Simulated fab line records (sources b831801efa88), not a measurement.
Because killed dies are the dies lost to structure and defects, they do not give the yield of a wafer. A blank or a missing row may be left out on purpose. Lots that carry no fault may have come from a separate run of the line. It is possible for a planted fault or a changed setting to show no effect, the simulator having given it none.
Chamber matching | flow sky130 | 4 sister chambers for SKY_VIA2_CMP_02 on cmp-02
The step polishes SiO2. 8 wafers are shown with their chamber, then 9 later ones without.

## EACH WAFER AND ITS CHAMBER
wafer  | chamber | motorCurrentA (A) | platenRpm (rpm)
L679.2 | 2       | 11.8              | 60.02
L684.5 | 3       | 10.8              | 59.93
L685.1 | 1       | 12.2              | 60.01
L685.3 | 2       | 12.1              | 60.05
L685.4 | 0       | 11.8              | 59.97
L691.1 | 0       | 12.6              | 60.01
L691.4 | 3       | 10.6              | 60.01
L691.5 | 1       | 11.6              | 59.95

## WAFERS WHOSE CHAMBER IS MISSING
wafer  | motorCurrentA (A) | platenRpm (rpm)
L692.2 | 11.9              | 59.99
L692.3 | 12.3              | 59.94
L692.4 | 10.4              | 59.97
L693.1 | 11.9              | 60.00
L693.2 | 11.7              | 60.00
L693.4 | 10.3              | 59.97
L694.1 | 12.0              | 60.04
L694.4 | 12.5              | 59.98
L694.6 | 10.8              | 59.99

## WHICH CHAMBER EACH ONE RAN IN
wafer  | from the rows above          | in truth
L692.2 | can't be placed: 1 or 0 or 2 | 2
L692.3 | can't be placed: 0 or 1 or 2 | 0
L692.4 | 3                            | 3
L693.1 | can't be placed: 1 or 0 or 2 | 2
L693.2 | can't be placed: 1 or 2 or 0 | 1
L693.4 | 3                            | 3
L694.1 | can't be placed: 2 or 0 or 1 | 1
L694.4 | can't be placed: 0 or 1 or 2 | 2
L694.6 | 3                            | 3
Placed correctly: 3 of 9. Not placeable from these rows: 6 (in 6, the candidates include the true chamber). Placed wrongly: 0.
How it was worked out, from the rows above alone: a wafer's distance from a chamber is the root of the sum, over the readings, of the square of ((its reading less the chamber's mean) divided by the reading's scatter). If the next closest chamber is less than 2 further off than the closest, the wafer can't be placed; otherwise it belongs to the closest. Each chamber's mean is taken over the wafers shown for it. How the scatter is found: for the shown wafers, subtract from each reading the mean of its chamber, square and add these, divide the total by (wafers less chambers), then take the root.
